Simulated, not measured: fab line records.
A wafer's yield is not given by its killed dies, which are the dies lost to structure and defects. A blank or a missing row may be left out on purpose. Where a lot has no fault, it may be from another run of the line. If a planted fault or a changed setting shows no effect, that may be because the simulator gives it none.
fab line records ; flow sky130
record lots=15; wafers=45; lastDay=50
route steps=708 shown SONOS_ONO@169 POLY_GATE@227 LDD_LDN@297
lots with no fault: from the same line, run without faults
startH: hours from the record's first day to the start of the lot's first wafer shown ; waitH: time in hours since the lot's previous step ; " repeats the value in the row above ; L1.1+2: several wafers, shown together as one row ; - either no value or no given start ; * or withheld: withheld ; < > ~ a bound
route shown NAME@n: a module of which the file shows steps, and the number in the route of the first ; usual: mean/standard deviation of fault-free wafers ; same: alike in all rows ; chamber/n: place in a boat ; sites: readings site by site ; _std_site: standard deviation across them ; _edge_site: the outer-site mean with the inner-site mean subtracted ; radiusMm: how far each site lies from the wafer's centre ; mask NAME#n: copy n ; behind: the most recent tool/chamber to have shaped the wafer ; hold: what put the lot on hold/how long, in hours/how the hold closed ; device: transistor that didn't switch, given as n, p or np ; end of line: tests of these same wafers at the route's end ; a step with no rows: only its recipe ; killed: at the first sort, the dies lost to defects and structure; wafer yield is something else ; map: a wafer's dies, marking killed ones x, the rest . and places with no die _
set.NAME: the setting as run; set.NAME@STEP: as run at that earlier step ; model.NAME: the simulator's own value behind a step, which no gauge read
one table for each step of the route and one row for each wafer, over a sample of lots
services: the hour from which a tool's chamber was out of use, counted from the record's first day as startH (under 0 if before that day), plus the number of hours and why
## steps
# step SKY_SONOS_ONO_THK_MEAS_01
# recipe reads=SiO2_of_SONOS_ONO_OXIDATION_00
# usual SONOS_ONO_OXIDATION_THK=2.60/0.054
lot.wafer;tool;chamber;startH;waitH;SONOS_ONO_OXIDATION_THK[nm]
L234.2;filmMetro-03;-;243.92;0.0;2.55
L234.4;filmMetro-03;-;243.92;0.0;2.61
L234.5;filmMetro-03;-;243.92;0.0;2.58
L235.2;filmMetro-02;-;261.45;0.0;2.65
L235.3;filmMetro-02;-;261.45;0.0;2.64
L235.5;filmMetro-02;-;261.45;0.0;2.63
L236.3;filmMetro-03;-;264.72;0.0;2.61
L236.4;filmMetro-03;-;264.72;0.0;2.64
L236.6;filmMetro-03;-;264.72;0.0;2.68
L240.2;filmMetro-01;-;298.52;0.0;2.55
L240.4;filmMetro-01;-;298.52;0.0;2.48
L240.6;filmMetro-01;-;298.52;0.0;2.47
L241.2;filmMetro-01;-;305.62;0.0;2.55
L241.3;filmMetro-01;-;305.62;0.0;2.59
L241.4;filmMetro-01;-;305.62;0.0;2.62
L242.2;filmMetro-02;-;313.45;0.0;2.66
L242.3;filmMetro-02;-;313.45;0.0;2.65
L242.4;filmMetro-02;-;313.45;0.0;2.59
L244.1;filmMetro-01;-;325.54;0.0;2.66
L244.3;filmMetro-01;-;325.54;0.0;2.61
L244.4;filmMetro-01;-;325.54;0.0;2.58
L247.1;filmMetro-02;-;354.22;0.0;2.59
L247.3;filmMetro-02;-;354.22;0.0;2.59
L247.6;filmMetro-02;-;354.22;0.0;2.67
L248.3;filmMetro-03;-;362.15;0.0;2.70
L248.5;filmMetro-03;-;362.15;0.0;2.61
L248.6;filmMetro-03;-;362.15;0.0;2.71
L250.1;filmMetro-02;-;375.41;0.0;2.56
L250.5;filmMetro-02;-;375.41;0.0;2.53
L250.6;filmMetro-02;-;375.41;0.0;2.63
L252.1;filmMetro-03;-;390.88;0.0;2.61
L252.4;filmMetro-03;-;390.88;0.0;2.65
L252.5;filmMetro-03;-;390.88;0.0;2.69
L253.1;filmMetro-03;-;399.37;0.0;2.60
L253.2;filmMetro-03;-;399.37;0.0;2.59
L253.3;filmMetro-03;-;399.37;0.0;2.57
L255.1;filmMetro-03;-;416.13;0.0;2.60
L255.2;filmMetro-03;-;416.13;0.0;2.54
L255.6;filmMetro-03;-;416.13;0.0;2.54
L256.1;filmMetro-02;-;420.94;0.0;2.56
L256.4;filmMetro-02;-;420.94;0.0;2.61
L256.6;filmMetro-02;-;420.94;0.0;2.56
L257.2;filmMetro-03;-;428.86;0.0;2.50
L257.5;filmMetro-03;-;428.86;0.0;2.49
L257.6;filmMetro-03;-;428.86;0.0;2.52
# step SKY_POLY_GATE_CD_MEAS_13
# recipe targetCdNm=150
# usual cdNm=150.5/1.5
lot.wafer;tool;chamber;startH;waitH;cdNm
L234.2;cdSem-01;-;358.28;-;152.0
L234.4;cdSem-01;-;358.28;-;152.1
L234.5;cdSem-01;-;358.28;-;151.5
L235.2;cdSem-02;-;376.87;-;150.5
L235.3;cdSem-02;-;376.87;-;151.4
L235.5;cdSem-02;-;376.87;-;151.8
L236.3;cdSem-02;-;381.71;-;150.3
L236.4;cdSem-02;-;381.71;-;150.4
L236.6;cdSem-02;-;381.71;-;150.2
L240.2;cdSem-01;-;422.88;-;151.9
L240.4;cdSem-01;-;422.88;-;151.4
L240.6;cdSem-01;-;422.88;-;151.4
L241.2;cdSem-01;-;431.02;-;150.3
L241.3;cdSem-01;-;431.02;-;149.5
L241.4;cdSem-01;-;431.02;-;151.8
L242.2;cdSem-02;-;440.52;-;149.6
L242.3;cdSem-02;-;440.52;-;149.7
L242.4;cdSem-02;-;440.52;-;149.8
L244.1;cdSem-02;-;453.81;-;149.0
L244.3;cdSem-02;-;453.81;-;149.6
L244.4;cdSem-02;-;453.81;-;149.3
L247.1;cdSem-02;-;488.15;-;150.8
L247.3;cdSem-02;-;488.15;-;151.0
L247.6;cdSem-02;-;488.15;-;151.2
L248.3;cdSem-01;-;495.36;-;147.8
L248.5;cdSem-01;-;495.36;-;149.1
L248.6;cdSem-01;-;495.36;-;148.6
L250.1;cdSem-02;-;507.62;-;149.9
L250.5;cdSem-02;-;507.62;-;150.1
L250.6;cdSem-02;-;507.62;-;149.3
L252.1;cdSem-02;-;522.55;-;150.3
L252.4;cdSem-02;-;522.55;-;150.3
L252.5;cdSem-02;-;522.55;-;152.1
L253.1;cdSem-02;-;530.00;-;149.9
L253.2;cdSem-02;-;530.00;-;149.6
L253.3;cdSem-02;-;530.00;-;150.3
L255.1;cdSem-02;-;548.20;-;151.3
L255.2;cdSem-02;-;548.20;-;151.0
L255.6;cdSem-02;-;548.20;-;150.0
L256.1;cdSem-02;-;552.90;-;149.0
L256.4;cdSem-02;-;552.90;-;148.2
L256.6;cdSem-02;-;552.90;-;149.2
L257.2;cdSem-01;-;561.57;-;150.6
L257.5;cdSem-01;-;561.57;-;150.0
L257.6;cdSem-01;-;561.57;-;149.8
# step SKY_POLY_GATE_STRIP_18
# recipe chemistry=O2/N2; powerW=1400; pressureMtorr=1500; platenTempC=withheld; o2FlowSccm=3000; n2FlowSccm=300; overashFraction=0.5
# usual drypumpMotorCurrentA=5.9/0.42; oesProductAu=0.361/0.0048; stripTimeToEndpointS=3.172/0.026
lot.wafer;tool;chamber;startH;waitH;drypumpMotorCurrentA;oesProductAu;rfHoursCounterH;stripTimeToEndpointS
L234.2;plasmaAsher-02;0;358.65;0.0;5.4;0.359;23;3.121
L234.4;plasmaAsher-02;1;358.65;0.0;5.7;0.361;-;3.136
L234.5;plasmaAsher-02;1;358.65;0.0;5.7;0.353;-;3.122
L235.2;plasmaAsher-04;1;377.25;0.0;6.5;0.359;71;3.199
L235.3;plasmaAsher-04;1;377.25;0.0;6.5;0.359;-;3.210
L235.5;plasmaAsher-04;1;377.25;0.0;6.5;0.362;-;3.178
L236.3;plasmaAsher-04;0;382.10;0.1;6.4;0.367;-;3.116
L236.4;plasmaAsher-04;1;382.10;0.1;6.5;0.361;-;3.154
L236.6;plasmaAsher-04;1;382.10;0.1;6.5;0.353;-;3.163
L240.2;plasmaAsher-02;0;423.25;0.0;5.4;0.356;31;3.162
L240.4;plasmaAsher-02;0;423.25;0.0;5.4;0.365;-;3.174
L240.6;plasmaAsher-02;0;423.25;0.0;5.4;0.358;-;3.173
L241.2;plasmaAsher-02;1;431.39;0.0;5.7;0.368;31;3.244
L241.3;plasmaAsher-02;1;431.39;0.0;5.6;0.363;-;3.176
L241.4;plasmaAsher-02;0;431.39;0.0;5.4;0.364;-;3.193
L242.2;plasmaAsher-02;1;440.89;0.0;5.7;0.363;32;3.140
L242.3;plasmaAsher-02;0;440.89;0.0;5.4;0.361;-;3.140
L242.4;plasmaAsher-02;1;440.89;0.0;5.7;0.360;-;3.199
L244.1;plasmaAsher-02;0;454.20;0.0;5.4;0.358;34;3.177
L244.3;plasmaAsher-02;1;454.20;0.0;5.7;0.359;-;3.181
L244.4;plasmaAsher-02;0;454.20;0.0;5.4;0.363;-;3.160
L247.1;plasmaAsher-04;0;488.54;0.0;6.4;0.370;83;3.197
L247.3;plasmaAsher-04;1;488.54;0.0;6.5;0.357;-;3.171
L247.6;plasmaAsher-04;0;488.54;0.0;6.4;0.361;-;3.216
L248.3;plasmaAsher-01;1;495.75;0.1;6.0;0.364;-;3.187
L248.5;plasmaAsher-01;0;495.75;0.1;5.8;0.353;-;3.124
L248.6;plasmaAsher-01;1;495.75;0.1;5.9;0.360;-;3.192
L250.1;plasmaAsher-04;1;508.01;0.0;6.5;0.361;84;3.138
L250.5;plasmaAsher-04;1;508.01;0.0;6.5;0.358;-;3.149
L250.6;plasmaAsher-04;0;508.01;0.0;6.4;0.367;-;3.190
L252.1;plasmaAsher-02;1;522.95;0.0;5.7;0.364;41;3.206
L252.4;plasmaAsher-02;0;522.95;0.0;5.4;0.365;-;3.195
L252.5;plasmaAsher-02;0;522.95;0.0;5.4;0.355;-;3.199
L253.1;plasmaAsher-01;0;530.39;0.0;5.7;0.365;10;3.168
L253.2;plasmaAsher-01;1;530.39;0.0;6.0;0.354;10;3.199
L253.3;plasmaAsher-01;0;530.39;0.0;5.8;0.365;-;3.166
L255.1;plasmaAsher-02;0;548.59;0.0;5.4;0.358;44;3.177
L255.2;plasmaAsher-02;1;548.59;0.0;5.6;0.366;44;3.189
L255.6;plasmaAsher-02;0;548.59;0.0;5.4;0.365;-;3.166
L256.1;plasmaAsher-02;0;553.30;0.0;5.4;0.355;44;3.159
L256.4;plasmaAsher-02;0;553.30;0.0;5.4;0.358;-;3.185
L256.6;plasmaAsher-02;1;553.30;0.0;5.7;0.363;-;3.160
L257.2;plasmaAsher-01;0;561.94;0.0;5.8;0.367;14;3.215
L257.5;plasmaAsher-01;1;561.94;0.0;5.9;0.360;-;3.219
L257.6;plasmaAsher-01;0;561.94;0.0;5.7;0.364;-;3.172
# step SKY_LDD_LDN_IMPLANT_08
# recipe species=As; energyKev=15; doseCm2=1.25e+13; tiltDeg=withheld; rotationDeg=23
# usual beamEnergyKeV=15.000/0.0038; beamOnS=9.99/0.19; implantIonAmu=75/0; rotationDeg=23.000/0.021
lot.wafer;tool;chamber;startH;waitH;beamEnergyKeV;beamOnS;implantIonAmu;rotationDeg
L234.2;implanter-01;0;514.43;0.0;15.001;9.69;75;23.015
L234.4;implanter-01;0;514.43;0.0;15.000;9.92;75;22.976
L234.5;implanter-01;0;514.43;0.0;15.003;9.98;75;23.013
L235.2;implanter-01;0;533.60;0.0;15.002;9.69;75;22.997
L235.3;implanter-01;0;533.60;0.0;15.004;10.20;75;23.012
L235.5;implanter-01;0;533.60;0.0;15.004;10.07;75;23.037
L236.3;implanter-01;0;537.59;0.1;15.001;10.08;75;22.974
L236.4;implanter-01;0;537.59;0.1;15.001;10.23;75;22.992
L236.6;implanter-01;0;537.59;0.1;15.006;10.03;75;23.012
L240.2;implanter-02;-;578.36;0.0;-;-;-;-
L240.4;implanter-02;-;578.36;0.0;-;-;-;-
L240.6;implanter-02;-;578.36;0.0;-;-;-;-
L241.2;implanter-03;-;587.28;0.0;-;-;-;-
L241.3;implanter-03;-;587.28;0.0;-;-;-;-
L241.4;implanter-03;-;587.28;0.0;-;-;-;-
L242.2;implanter-01;-;597.18;0.0;-;-;-;-
L242.3;implanter-01;-;597.18;0.0;-;-;-;-
L242.4;implanter-01;-;597.18;0.0;-;-;-;-
L244.1;implanter-01;0;606.76;0.0;14.999;10.10;75;23.008
L244.3;implanter-01;0;606.76;0.0;14.995;10.09;75;22.995
L244.4;implanter-01;0;606.76;0.0;14.999;10.22;75;22.984
L247.1;implanter-02;0;638.62;0.0;15.000;9.69;75;22.957
L247.3;implanter-02;0;638.62;0.0;14.999;9.85;75;22.962
L247.6;implanter-02;0;638.62;0.0;15.006;9.79;75;22.970
L248.3;implanter-03;0;645.99;0.1;15.000;9.90;75;22.977
L248.5;implanter-03;0;645.99;0.1;14.995;9.99;75;22.977
L248.6;implanter-03;0;645.99;0.1;14.999;9.80;75;23.015
L250.1;implanter-01;0;656.27;0.0;14.997;9.77;75;23.005
L250.5;implanter-01;0;656.27;0.0;14.999;9.77;75;23.011
L250.6;implanter-01;0;656.27;0.0;15.000;10.28;75;23.010
L252.1;implanter-03;0;673.39;0.0;14.997;9.77;75;22.994
L252.4;implanter-03;0;673.39;0.0;15.001;9.91;75;23.032
L252.5;implanter-03;0;673.39;0.0;15.003;10.10;75;22.994
L253.1;implanter-02;0;678.32;0.0;15.002;9.64;75;22.982
L253.2;implanter-02;0;678.32;0.0;14.999;10.24;75;23.003
L253.3;implanter-02;0;678.32;0.0;14.999;9.98;75;23.025
L255.1;implanter-02;0;694.84;0.0;14.997;9.98;75;23.017
L255.2;implanter-02;0;694.84;0.0;14.996;10.05;75;22.984
L255.6;implanter-02;0;694.84;0.0;15.004;9.79;75;23.008
L256.1;implanter-01;0;699.09;0.0;14.998;10.01;75;23.006
L256.4;implanter-01;0;699.09;0.0;15.001;10.13;75;23.025
L256.6;implanter-01;0;699.09;0.0;15.002;9.80;75;23.024
L257.2;implanter-03;0;706.41;0.0;15.002;10.29;75;23.027
L257.5;implanter-03;0;706.41;0.0;15.001;9.76;75;23.016
L257.6;implanter-03;0;706.41;0.0;15.001;10.19;75;23.025
# step SKY_LDD_LDN_TW_MEAS_13
# usual LDD_LDN_TW=1479/10
lot.wafer;tool;chamber;startH;waitH;LDD_LDN_TW
L234.2;filmMetro-03;-;515.12;0.1;1485
L234.4;filmMetro-03;-;515.12;0.1;1482
L234.5;filmMetro-03;-;515.12;0.1;1491
L235.2;filmMetro-03;-;534.28;0.1;1495
L235.3;filmMetro-03;-;534.28;0.1;1491
L235.5;filmMetro-03;-;534.28;0.1;1492
L236.3;filmMetro-02;-;538.26;0.1;1464
L236.4;filmMetro-02;-;538.26;0.1;1464
L236.6;filmMetro-02;-;538.26;0.1;1471
L240.2;filmMetro-02;-;579.05;0.1;1348
L240.4;filmMetro-02;-;579.05;0.1;1353
L240.6;filmMetro-02;-;579.05;0.1;1348
L241.2;filmMetro-01;-;587.97;0.1;1354
L241.3;filmMetro-01;-;587.97;0.1;1354
L241.4;filmMetro-01;-;587.97;0.1;1363
L242.2;filmMetro-03;-;597.87;0.1;1361
L242.3;filmMetro-03;-;597.87;0.1;1364
L242.4;filmMetro-03;-;597.87;0.1;1369
L244.1;filmMetro-03;-;607.46;0.1;1478
L244.3;filmMetro-03;-;607.46;0.1;1490
L244.4;filmMetro-03;-;607.46;0.1;1489
L247.1;filmMetro-02;-;639.32;0.1;1471
L247.3;filmMetro-02;-;639.32;0.1;1459
L247.6;filmMetro-02;-;639.32;0.1;1470
L248.3;filmMetro-01;-;646.66;0.1;1476
L248.5;filmMetro-01;-;646.66;0.1;1472
L248.6;filmMetro-01;-;646.66;0.1;1472
L250.1;filmMetro-02;-;656.97;0.1;1475
L250.5;filmMetro-02;-;656.97;0.1;1471
L250.6;filmMetro-02;-;656.97;0.1;1475
L252.1;filmMetro-01;-;677.45;0.1;1468
L252.4;filmMetro-01;-;677.45;0.1;1482
L252.5;filmMetro-01;-;677.45;0.1;1476
L253.1;filmMetro-01;-;679.02;0.1;1476
L253.2;filmMetro-01;-;679.02;0.1;1469
L253.3;filmMetro-01;-;679.02;0.1;1477
L255.1;filmMetro-02;-;695.54;0.1;1450
L255.2;filmMetro-02;-;695.54;0.1;1454
L255.6;filmMetro-02;-;695.54;0.1;1453
L256.1;filmMetro-03;-;699.79;0.1;1483
L256.4;filmMetro-03;-;699.79;0.1;1481
L256.6;filmMetro-03;-;699.79;0.1;1488
L257.2;filmMetro-03;-;707.10;0.1;1488
L257.5;filmMetro-03;-;707.10;0.1;1489
L257.6;filmMetro-03;-;707.10;0.1;1487
## services
tool;chamber;startH;hours;kind
implanter-01;-;336.15;1.8;repair
implanter-01;-;354.24;2.8;repair
plasmaAsher-01;-;363.29;31.4;repair
implanter-01;-;373.72;2.4;repair
implanter-02;-;374.08;5.8;pm
implanter-01;-;379.90;1.7;repair
implanter-03;-;398.68;0.7;repair
plasmaAsher-01;-;421.31;9.0;pm
plasmaAsher-01;0;421.31;9.0;ventCycle
plasmaAsher-02;-;446.53;1.2;repair
implanter-02;-;476.68;1.7;repair
implanter-02;-;530.36;5.9;repair
implanter-03;-;532.71;3.8;pm
plasmaAsher-04;-;536.58;4.3;pm
implanter-01;-;549.96;6.8;repair
implanter-01;-;552.60;2.2;repair
plasmaAsher-02;-;581.46;103.8;repair
implanter-03;-;588.00;6.2;pm
plasmaAsher-02;-;648.52;0.9;repair
implanter-01;-;662.25;2.3;repair
plasmaAsher-04;-;673.51;0.4;repair
plasmaAsher-01;-;675.86;1.1;repair
implanter-01;-;685.80;4.9;repair
implanter-02;-;701.73;1.1;repair
## key
firstSign step=SKY_LDD_LDN_IMPLANT_08; reading=toolRecord; direction=missing
effect step=SKY_LDD_LDN_TW_MEAS_13; reading=LDD_LDN_TW; direction=down; sigmas=12; usual=1479; struck=1357
metAt SKY_LDD_LDN_IMPLANT_08
struckLots L240,L241,L242
laterRowsLeftOut L240.2,L240.4,L240.6,L241.2,L241.3,L241.4,L242.2,L242.3,L242.4
sortLeftOut L240.2,L240.4,L240.6,L241.2,L241.3,L241.4,L242.2,L242.3,L242.4
testerLeftOut L240,L241,L242
notActingAt SKY_SONOS_ONO_THK_MEAS_01,SKY_POLY_GATE_CD_MEAS_13,SKY_POLY_GATE_STRIP_18
onsetBetween 537.59 578.36
fault kind=skippedStepWhole; tool=implanter-01,implanter-02,implanter-03; chamber=-; onsetH=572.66; steps=SKY_LDD_LDN_IMPLANT_08; scope=struckLotsOnly
# testerLeftOut: of these lots the tester's yield and bins aren't shown, on N5 and GAA mostly nor the transistor test; their killed dies are dies lost to structure and defects alone, not to doping, threshold or leakage, so they don't give the yield
# sortLeftOut: the simulated sort isn't trusted on such a fault, so these wafers' sort isn't shown, and their yield isn't known
# laterRowsLeftOut: the simulator's readings of these wafers behind a module that went badly wrong aren't trusted and aren't shown, but for the sort
